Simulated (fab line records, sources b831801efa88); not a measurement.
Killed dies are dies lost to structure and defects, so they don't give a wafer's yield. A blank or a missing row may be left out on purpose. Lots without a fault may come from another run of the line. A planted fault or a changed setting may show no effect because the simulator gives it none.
fab line records | flow sky130 | part 1 of 2: steps 1 to 26 of 34
record lots=5 wafers=15 last_day=48
route steps=708 shown LOCAL_INTERCONNECT@398 CONTACT@406
lots that met no fault: from a run of the same line without faults
start_h: hours from the record's first day to the start of the lot's first wafer shown | wait_h: hours since the lot's step before | " the same as in the row above | L1.1+2: a row that stands for several wafers | - no value, or no start given | * or withheld: withheld | < > ~ a bound
route shown NAME@n: a module of which the file shows steps, and the number in the route of the first | usual: mean/standard deviation of fault-free wafers | same: alike in all rows | chamber/n: place in a boat | sites: the reading at each site | _std_site: their standard deviation | _edge_site: outer sites' mean less inner sites' | radius_mm: how far each site lies from the wafer's centre | mask NAME#n: copy n | behind: the tool/chamber that last shaped the wafer | hold: why the lot was held/for how many hours/how that ended | device: the transistor (n, p or np) that didn't switch | end of line: the same wafers' tests at the end of the route | a step without rows: its recipe alone | killed: dies lost to structure and defects at the first sort, not the wafer's yield | map: a wafer's dies, x killed, . not, _ none there
set.NAME: the setting as run; set.NAME@STEP: as run at that earlier step | model.NAME: the simulator's own value behind a step, which no gauge read
lots at some steps of the route; a table a step, a row a wafer
services: from which hour (start_h, from the record's first day; less than 0 if before it) a tool's chamber was out of use, for how many hours, and why
## steps
# step SKY_LOCAL_INTERCONNECT_CD_MEAS_11
# recipe target_cd_nm=170
# usual cd_nm=169.9/1.3
# columns lot.wafer tool chamber start_h wait_h cd_nm
L081.2 cd_sem-01 - 759.30 - 169.4
L081.4 " - " " 169.0
L081.6 " - " " 169.6
L082.2 cd_sem-01 - 765.25 - 169.5
L082.4 " - " " 168.8
L082.6 " - " " 170.1
L083.2 cd_sem-02 - 769.35 - 168.6
L083.4 " - " " 169.2
L083.6 " - " " 169.8
L085.1 cd_sem-01 - 782.94 - 170.5
L085.4 " - " " 168.7
L085.6 " - " " 168.6
L088.2 cd_sem-02 - 800.46 - 170.9
L088.3 " - " " 169.0
L088.5 " - " " 168.8
# step SKY_LOCAL_INTERCONNECT_OVL_MEAS_12
# usual LOCAL_INTERCONNECT_OVL=2/5.6
# columns lot.wafer tool chamber start_h wait_h LOCAL_INTERCONNECT_OVL[nm]
L081.2 overlay-01 - 759.41 0.1 -3
L081.4 " - " " 8
L081.6 " - " " -2
L082.2 overlay-02 - 765.36 0.1 3
L082.4 " - " " 7
L082.6 " - " " 2
L083.2 overlay-01 - 769.46 0.1 5
L083.4 " - " " 0
L083.6 " - " " 5
L085.1 overlay-01 - 783.06 0.1 2
L085.4 " - " " -2
L085.6 " - " " -1
L088.2 overlay-01 - 800.56 0.1 3
L088.3 " - " " 2
L088.5 " - " " 4
# step SKY_LOCAL_INTERCONNECT_ETCH_13
# recipe chemistry=N2/H2 target=BARC ion_energy_ev=200 bias_w=100 pressure_mtorr=30 n2_flow_sccm=100 h2_flow_sccm=200 icp_w=500 stop_on=SiO2 time_s=45.9 target_depth_a=600
# usual chamber_pressure_mTorr=30.00/0.033 drypump_motor_current_A=5.62/0.15 oes_product_au=0.854/0.005 throttle_valve_pct=13.224/0.0091
# columns lot.wafer tool chamber start_h wait_h chamber_pressure_mTorr drypump_motor_current_A oes_product_au rf_hours_counter_h throttle_valve_pct
L081.2 rie_metal-03 1 759.44 0.0 30.01 5.75 0.857 4 13.218
L081.4 " 0 " " 29.98 5.65 0.851 - 13.232
L081.6 " 0 " " 29.99 5.64 0.854 - 13.231
L082.2 rie_metal-03 0 765.39 0.0 30.03 5.62 0.848 6 13.212
L082.4 " 1 " " 29.99 5.78 0.856 - 13.204
L082.6 " 0 " " 30.02 5.64 0.843 - 13.225
L083.2 rie_metal-04 1 769.49 0.0 29.98 5.53 0.854 13 13.217
L083.4 " 0 " " 30.03 5.64 0.856 - 13.227
L083.6 " 0 " " 30.02 5.64 0.861 - 13.229
L085.1 rie_metal-03 1 783.09 0.0 29.98 5.72 0.853 5 13.225
L085.4 " 1 " " 30.02 5.70 0.855 - 13.237
L085.6 " 1 " " 29.98 5.77 0.849 - 13.224
L088.2 rie_metal-04 1 800.59 0.0 30.01 5.51 0.862 14 13.239
L088.3 " 0 " " 29.98 5.64 0.850 - 13.219
L088.5 " 1 " " 29.98 5.52 0.856 - 13.222
# step SKY_LOCAL_INTERCONNECT_METAL_ETCH_14
# recipe target_depth_nm=110 stop_on=PSG chemistry=Cl2/BCl3 target=TiN resist_sidewall_deg=88 pressure_mtorr=10 icp_w=900 bias_w=48.5 Cl2_flow_sccm=60 bcl3_flow_sccm=30 time_s=31.4
# usual chamber_pressure_mTorr=10.000/0.0096 drypump_motor_current_A=5.61/0.15 oes_product_au=0.939/0.007 throttle_valve_pct=21.903/0.0089
# columns lot.wafer tool chamber start_h wait_h chamber_pressure_mTorr drypump_motor_current_A oes_product_au rf_hours_counter_h throttle_valve_pct
L081.2 rie_metal-03 1 759.50 0.0 9.999 5.72 0.944 4 21.896
L081.4 " 0 " " 9.991 5.64 0.936 - 21.911
L081.6 " 0 " " 10.004 5.63 0.948 - 21.904
L082.2 rie_metal-03 0 765.45 0.0 10.004 5.61 0.934 6 21.909
L082.4 " 1 " " 10.012 5.72 0.928 - 21.901
L082.6 " 0 " " 10.004 5.62 0.935 - 21.906
L083.2 rie_metal-04 1 769.55 0.0 9.990 5.48 0.943 13 21.898
L083.4 " 0 " " 10.004 5.62 0.934 - 21.892
L083.6 " 0 " " 9.981 5.62 0.938 - 21.909
L085.1 rie_metal-03 1 783.16 0.0 9.985 5.73 0.940 5 21.902
L085.4 " 1 " " 10.003 5.71 0.936 - 21.923
L085.6 " 1 " " 9.994 5.74 0.940 - 21.901
L088.2 rie_metal-04 1 800.66 0.0 10.008 5.51 0.942 14 21.904
L088.3 " 0 " " 10.004 5.63 0.947 - 21.910
L088.5 " 1 " " 10.014 5.48 0.939 - 21.894
# step SKY_LOCAL_INTERCONNECT_STRIP_15
# recipe chemistry=O2/N2 power_w=1400 pressure_mtorr=1500 platen_temp_c=withheld o2_flow_sccm=3000 n2_flow_sccm=300 overash_fraction=0.5
# usual chamber_pressure_mTorr=1499.9/1.3 drypump_motor_current_A=5.73/0.23 oes_product_au=0.426/0.0046 strip_time_to_endpoint_s=4.719/0.015
# columns lot.wafer tool chamber start_h wait_h chamber_pressure_mTorr drypump_motor_current_A oes_product_au rf_hours_counter_h strip_time_to_endpoint_s
L081.2 plasma_asher-02 0 759.55 0.0 1501.0 5.26 0.429 61 4.741
L081.4 " 1 " " 1499.6 6.07 0.431 - 4.718
L081.6 " 1 " " 1502.2 6.09 0.426 - 4.727
L082.2 plasma_asher-04 0 765.50 0.0 1500.9 5.68 0.428 34 4.730
L082.4 " 0 " " 1500.4 5.70 0.433 - 4.729
L082.6 " 0 " " 1498.6 5.70 0.423 - 4.738
L083.2 plasma_asher-02 0 769.60 0.0 1500.6 5.27 0.431 62 4.709
L083.4 " 0 " " 1498.3 5.26 0.428 - 4.725
L083.6 " 1 " " 1501.3 6.07 0.427 - 4.734
L085.1 plasma_asher-02 1 783.21 0.0 1500.9 6.11 0.421 63 4.724
L085.4 " 1 " " 1501.0 6.08 0.423 - 4.713
L085.6 " 1 " " 1502.4 6.10 0.429 - 4.751
L088.2 plasma_asher-04 1 800.71 0.0 1499.4 5.68 0.430 37 4.704
L088.3 " 1 " " 1497.4 5.71 0.433 - 4.702
L088.5 " 0 " " 1498.7 5.70 0.428 - 4.705
# step SKY_LOCAL_INTERCONNECT_STRIP_16
# recipe chemistry=post_etch_residue_remover time_s=1200 temp_c=72.5
# usual bath_guard_temp_C=72.8/0.69 bath_heat_duty_pct=13.9/1.4
# columns lot.wafer tool chamber start_h wait_h bath_guard_temp_C bath_heat_duty_pct
L081.2 wet_bench-03 3 759.65 0.1 72.1 15.0
L081.4 " 3 " " 72.6 15.4
L081.6 " 3 " " 72.2 14.6
L082.2 wet_bench-04 2 765.60 0.1 72.5 13.1
L082.4 " 2 " " 72.6 13.1
L082.6 " 2 " " 72.4 13.9
L083.2 wet_bench-03 2 769.70 0.1 71.9 13.4
L083.4 " 2 " " 72.0 11.7
L083.6 " 2 " " 71.4 11.6
L085.1 wet_bench-04 3 783.31 0.1 72.3 15.4
L085.4 " 3 " " 72.4 15.9
L085.6 " 3 " " 72.3 14.5
L088.2 wet_bench-02 0 800.81 0.1 73.9 15.0
L088.3 " 0 " " 73.8 13.3
L088.5 " 0 " " 73.8 13.3
# step SKY_LOCAL_INTERCONNECT_CLEAN_17
# recipe chemistry=IPA time_s=180 temp_c=25
# usual bath_heat_duty_pct=6.4/0.8
# columns lot.wafer tool chamber start_h wait_h bath_heat_duty_pct
L081.2 wet_bench-02 2 759.99 0.0 6.8
L081.4 " 2 " " 6.7
L081.6 " 2 " " 7.5
L082.2 wet_bench-03 2 765.94 0.0 5.4
L082.4 " 2 " " 4.9
L082.6 " 2 " " 5.9
L083.2 wet_bench-04 1 770.04 0.0 5.3
L083.4 " 1 " " 5.1
L083.6 " 1 " " 4.6
L085.1 wet_bench-03 2 783.68 0.0 6.4
L085.4 " 2 " " 5.1
L085.6 " 2 " " 5.1
L088.2 wet_bench-04 0 801.18 0.0 6.1
L088.3 " 0 " " 6.3
L088.5 " 0 " " 6.6
# step SKY_LOCAL_INTERCONNECT_CLEAN_18
# recipe chemistry=O3/DIW dry=n2_spin
# columns lot.wafer tool chamber start_h wait_h
L081.2+4+6 wet_bench-03 0 760.05 0.0
L082.2+4+6 wet_bench-04 0 766.00 0.0
L083.2+4+6 wet_bench-02 1 770.10 0.0
L085.1+4+6 wet_bench-04 2 783.74 0.0
L088.2+3+5 wet_bench-03 3 801.25 0.0
# step SKY_CONTACT_CVD_00
# recipe material=Si3N4 target_thk_nm=75 temp_c=400 time_s=withheld rf_w=450
# usual heater_power_w=800/120
# columns lot.wafer tool chamber start_h wait_h heater_power_w
L081.2 pecvd-01 0 760.14 0.0 632
L081.4 " 1 " " 716
L081.6 " 2 " " 906
L082.2 pecvd-03 2 766.09 0.0 831
L082.4 " 0 " " 611
L082.6 " 1 " " 946
L083.2 pecvd-01 1 770.19 0.0 689
L083.4 " 1 " " 690
L083.6 " 0 " " 650
L085.1 pecvd-03 2 783.84 0.0 974
L085.4 " 0 " " 566
L085.6 " 2 " " 991
L088.2 pecvd-02 1 801.34 0.0 923
L088.3 " 0 " " 782
L088.5 " 1 " " 931
# step SKY_CONTACT_THK_MEAS_01
# recipe reads=Si3N4_of_CONTACT_CVD_00
# usual CONTACT_CVD_00_THK=75.0/0.96
# columns lot.wafer tool chamber start_h wait_h CONTACT_CVD_00_THK[nm]
L081.2 film_metro-04 - 760.19 - 73.7
L081.4 " - " " 74.2
L081.6 " - " " 75.3
L082.2 film_metro-02 - 766.14 - 74.6
L082.4 " - " " 76.4
L082.6 " - " " 75.1
L083.2 film_metro-01 - 770.24 - 74.3
L083.4 " - " " 75.1
L083.6 " - " " 75.0
L085.1 film_metro-04 - 783.87 - 75.0
L085.4 " - " " 75.4
L085.6 " - " " 75.1
L088.2 film_metro-01 - 801.38 - 74.3
L088.3 " - " " 73.5
L088.5 " - " " 75.2
# step SKY_CONTACT_HDPCVD_02
# recipe material=SiO2 target_thk_nm=565 sigma_open_frac=0.3 time_s=94.2 temp_c=600 sih4_flow_sccm=60 pressure_mtorr=6
# columns lot.wafer tool chamber start_h wait_h
L081.2+4+6 hdpcvd-01 0,0,2 760.24 0.0
L082.2+4+6 hdpcvd-01 0,0,2 766.19 0.0
L083.2+4+6 hdpcvd-01 0,1,2 770.29 0.0
L085.1+4+6 hdpcvd-02 2,1,2 783.93 0.1
L088.2+3+5 hdpcvd-01 1,2,0 801.43 0.0
# step SKY_CONTACT_THK_MEAS_03
# recipe reads=SiO2_of_CONTACT_HDPCVD_02
# usual CONTACT_HDPCVD_THK=564/5.5
# columns lot.wafer tool chamber start_h wait_h CONTACT_HDPCVD_THK[nm]
L081.2 film_metro-02 - 760.32 0.0 565
L081.4 " - " " 565
L081.6 " - " " 566
L082.2 film_metro-01 - 766.27 0.0 571
L082.4 " - " " 575
L082.6 " - " " 568
L083.2 film_metro-02 - 770.37 0.0 565
L083.4 " - " " 567
L083.6 " - " " 566
L085.1 film_metro-02 - 784.00 0.0 560
L085.4 " - " " 565
L085.6 " - " " 555
L088.2 film_metro-02 - 801.51 0.0 563
L088.3 " - " " 569
L088.5 " - " " 570
# step SKY_CONTACT_CMP_04
# recipe material=SiO2 down_force_psi=4 platen_rpm=60 pad_velocity_m_s=0.94248
# usual edge_zone_pressure_frac=0.999/0.0043 motor_current_A=12.1/0.8 time_to_endpoint_s=82/3.3
# columns lot.wafer tool chamber start_h wait_h edge_zone_pressure_frac motor_current_A time_to_endpoint_s
L081.2 cmp-01 0 760.37 0.0 1.006 11.6 81
L081.4 " 1 " " 1.002 13.3 79
L081.6 " 1 " " 1.001 12.6 83
L082.4 cmp-02 3 766.37 0.1 1.005 11.6 87
L082.2 " 1 " " 1.002 11.7 86
L082.6 " 2 " " 1.000 14.1 86
L083.4 cmp-01 0 770.47 0.1 0.998 11.8 84
L083.2 " 1 " " 1.000 12.9 80
L083.6 " 3 " " 1.002 12.1 81
L085.4 cmp-02 2 784.54 0.5 1.000 14.2 82
L085.1 " 3 " " 0.994 11.4 83
L085.6 " 2 " " 0.997 13.1 83
L088.3 cmp-02 0 801.61 0.1 0.991 11.6 81
L088.2 " 1 " " 0.998 11.6 82
L088.5 " 0 " " 0.993 12.0 83
# step SKY_CONTACT_BOW_MEAS_05
# recipe mode=bow
# usual CONTACT_BOW=82/7.5
# columns lot.wafer tool chamber start_h wait_h CONTACT_BOW[um]
L081.2 film_metro-02 - 760.69 0.3 86
L081.4 " - " " 81
L081.6 " - " " 90
L082.2 film_metro-02 - 766.64 0.1 85
L082.4 " - " " 82
L082.6 " - " " 86
L083.2 film_metro-02 - 770.74 0.2 71
L083.4 " - " " 70
L083.6 " - " " 84
L085.1 film_metro-04 - 784.79 0.1 81
L085.4 " - " " 72
L085.6 " - " " 76
L088.2 film_metro-01 - 801.88 0.2 80
L088.3 " - " " 89
L088.5 " - " " 87
# step SKY_CONTACT_DEHYDRATE_06
# recipe temp_c=200 time_s=60
# columns lot.wafer tool chamber start_h wait_h
L081.2+4+6 litho_track-04 0 773.41 12.7
L082.2+4+6 litho_track-04 0 780.46 13.8
L083.2+4+6 litho_track-02 0 783.71 13.0
L085.1+4+6 litho_track-04 0 797.63 12.8
L088.2+3+5 litho_track-04 0 814.61 12.7
# step SKY_CONTACT_HMDS_07
# recipe prime_time_s=60 prime_temp_c=120
# usual prime_temp_c=119.96/0.12
# columns lot.wafer tool chamber start_h wait_h prime_temp_c
L081.2 litho_track-04 0 773.56 0.1 119.97
L081.4 " 0 " " 119.95
L081.6 " 0 " " 119.88
L082.2 litho_track-04 0 780.61 0.1 119.90
L082.4 " 0 " " 119.86
L082.6 " 0 " " 119.89
L083.2 litho_track-02 0 783.86 0.1 120.09
L083.4 " 0 " " 120.07
L083.6 " 0 " " 120.13
L085.1 litho_track-04 0 797.78 0.1 119.97
L085.4 " 0 " " 119.85
L085.6 " 0 " " 119.95
L088.2 litho_track-04 0 814.76 0.1 120.15
L088.3 " 0 " " 120.13
L088.5 " 0 " " 120.06
# step SKY_CONTACT_COAT_08
# recipe resist=BARC temp_c=withheld time_s=withheld spin_rpm=3000 resist_thk_nm=60
# columns lot.wafer tool chamber start_h wait_h
L081.2+4+6 litho_track-04 0 773.71 0.1
L082.2+4+6 litho_track-04 0 780.76 0.1
L083.2+4+6 litho_track-02 0 784.01 0.1
L085.1+4+6 litho_track-04 0 797.93 0.1
L088.2+3+5 litho_track-04 0 814.91 0.1
# step SKY_CONTACT_COAT_09
# recipe resist=KrF-thick spin_rpm=3000 resist_thk_nm=450
# columns lot.wafer tool chamber start_h wait_h
L081.2+4+6 litho_track-04 0 - -
L082.2+4+6 litho_track-04 0 - -
L083.2+4+6 litho_track-02 0 - -
L085.1+4+6 litho_track-04 0 - -
L088.2+3+5 litho_track-04 0 - -
# step SKY_CONTACT_SOFTBAKE_10
# recipe temp_c=100 time_s=90 resist=KrF-thick
# columns lot.wafer tool chamber start_h wait_h
L081.2+4+6 litho_track-04 0 - -
L082.2+4+6 litho_track-04 0 - -
L083.2+4+6 litho_track-02 0 - -
L085.1+4+6 litho_track-04 0 - -
L088.2+3+5 litho_track-04 0 - -
# step SKY_CONTACT_EXPOSE_11
# recipe mask_id=CTM1 na=0.8 source_shape=annular sigma_inner=0.55 sigma_outer=0.85 target_cd_nm=170 dose_mj=38
# columns lot.wafer tool chamber start_h wait_h mask
L081.2+4+6 krf_scanner-01 0 - - CTM1#0
L082.2+4+6 krf_scanner-02 0 - - CTM1#0
L083.2+4+6 krf_scanner-01 0 - - CTM1#0
L085.1+4+6 krf_scanner-02 0 - - CTM1#0
L088.2+3+5 krf_scanner-02 0 - - CTM1#0
# step SKY_CONTACT_PEB_12
# recipe peb_temp_c=withheld peb_time_s=withheld resist=KrF-thick
# columns lot.wafer tool chamber start_h wait_h
L081.2+4+6 litho_track-02 0 - -
L082.2+4+6 litho_track-02 0 - -
L083.2+4+6 litho_track-04 0 - -
L085.1+4+6 litho_track-04 0 - -
L088.2+3+5 litho_track-01 0 - -
# step SKY_CONTACT_DEVELOP_13
# recipe develop_time_s=60 resist=KrF-thick dev_temp_c=21
# usual developer_temp_C=21.00/0.11
# columns lot.wafer tool chamber start_h wait_h developer_temp_C
L081.2 litho_track-02 0 - - 20.94
L081.4 " 0 " " 21.02
L081.6 " 0 " " 20.93
L082.2 litho_track-02 0 - - 21.13
L082.4 " 0 " " 21.17
L082.6 " 0 " " 21.05
L083.2 litho_track-04 0 - - 20.81
L083.4 " 0 " " 21.04
L083.6 " 0 " " 20.95
L085.1 litho_track-04 0 - - 21.10
L085.4 " 0 " " 21.01
L085.6 " 0 " " 21.05
L088.2 litho_track-01 0 - - 20.89
L088.3 " 0 " " 21.02
L088.5 " 0 " " 20.98
# step SKY_CONTACT_CD_MEAS_14
# recipe target_cd_nm=170
# usual cd_nm=170.0/1.3
# columns lot.wafer tool chamber start_h wait_h cd_nm
L081.2 cd_sem-01 - 787.00 - 168.2
L081.4 " - " " 169.6
L081.6 " - " " 168.4
L082.2 cd_sem-01 - 793.80 - 170.6
L082.4 " - " " 170.6
L082.6 " - " " 170.7
L083.2 cd_sem-02 - 797.35 - 171.5
L083.4 " - " " 170.1
L083.6 " - " " 171.0
L085.1 cd_sem-01 - 811.48 - 168.3
L085.4 " - " " 168.6
L085.6 " - " " 170.2
L088.2 cd_sem-01 - 828.01 - 169.9
L088.3 " - " " 169.1
L088.5 " - " " 168.8
# step SKY_CONTACT_OVL_MEAS_15
# usual CONTACT_OVL=-1/5.5
# columns lot.wafer tool chamber start_h wait_h CONTACT_OVL[nm]
L081.2 overlay-02 - 787.11 0.1 -4
L081.4 " - " " -15
L081.6 " - " " -9
L082.2 overlay-02 - 793.91 0.1 -1
L082.4 " - " " 1
L082.6 " - " " -3
L083.2 overlay-01 - 797.46 0.1 5
L083.4 " - " " 7
L083.6 " - " " 4
L085.1 overlay-01 - 811.60 0.1 -3
L085.4 " - " " -2
L085.6 " - " " -4
L088.2 overlay-02 - 828.11 0.1 3
L088.3 " - " " -2
L088.5 " - " " -2
# step SKY_CONTACT_ETCH_16
# recipe chemistry=N2/H2 target=BARC ion_energy_ev=200 source_w=500 bias_w=100 pressure_mtorr=30 n2_flow_sccm=100 h2_flow_sccm=200 stop_on=SiO2 time_s=45.9 target_depth_a=600
# usual chamber_pressure_mTorr=30.001/0.027 drypump_motor_current_A=5.7/0.33 oes_product_au=0.855/0.0047 throttle_valve_pct=13.226/0.0097
# columns lot.wafer tool chamber start_h wait_h chamber_pressure_mTorr drypump_motor_current_A oes_product_au rf_hours_counter_h throttle_valve_pct
L081.2 rie_diel-02 3 787.14 0.0 30.041 5.3 0.857 1 13.227
L081.4 " 2 " " 29.990 6.0 0.856 13 13.237
L081.6 " 3 " " 30.051 5.3 0.860 - 13.220
L082.2 rie_diel-03 2 793.94 0.0 29.990 6.4 0.856 6 13.222
L082.4 " 0 " " 30.006 5.6 0.854 13 13.238
L082.6 " 2 " " 29.997 6.3 0.852 - 13.232
L083.2 rie_diel-02 1 797.49 0.0 30.047 5.7 0.844 17 13.233
L083.4 " 3 " " 30.015 5.3 0.851 2 13.224
L083.6 " 0 " " 29.996 5.5 0.856 - 13.231
L085.1 rie_diel-02 1 811.64 0.0 29.993 5.7 0.860 17 13.226
L085.4 " 0 " " 29.994 5.5 0.854 27 13.231
L085.6 " 2 " " 30.000 6.0 0.851 - 13.251
L088.2 rie_diel-03 1 828.14 0.0 29.990 5.9 0.863 22 13.227
L088.3 " 0 " " 30.015 5.6 0.851 14 13.227
L088.5 " 0 " " 29.958 5.6 0.857 - 13.219
# step SKY_CONTACT_ETCH_17
# recipe target=SiO2 chemistry=C4F8/O2/Ar stop_on=Si3N4 mask_material=KrF-thick source_w=1500 bias_w=1200 pressure_mtorr=40 c4f8_flow_sccm=withheld O2_flow_sccm=6 Ar_flow_sccm=300 time_s=withheld target_depth_a=3400
# usual chamber_pressure_mTorr=40.00/0.04 oes_product_au=0.892/0.0044
# columns lot.wafer tool chamber start_h wait_h chamber_pressure_mTorr oes_product_au
L081.2 rie_diel-02 3 787.18 0.0 40.02 0.893
L081.4 " 2 " " 39.98 0.893
L081.6 " 3 " " 39.98 0.895
L082.2 rie_diel-03 2 793.98 0.0 39.98 0.894
L082.4 " 0 " " 39.99 0.894
L082.6 " 2 " " 39.97 0.884
L083.2 rie_diel-02 1 797.53 0.0 39.98 0.881
L083.4 " 3 " " 39.99 0.888
L083.6 " 0 " " 39.92 0.895
L085.1 rie_diel-02 1 811.68 0.0 39.96 0.895
L085.4 " 0 " " 39.94 0.894
L085.6 " 2 " " 39.98 0.894
L088.2 rie_diel-03 1 828.18 0.0 39.99 0.885
L088.3 " 0 " " 39.99 0.892
L088.5 " 0 " " 40.02 0.887
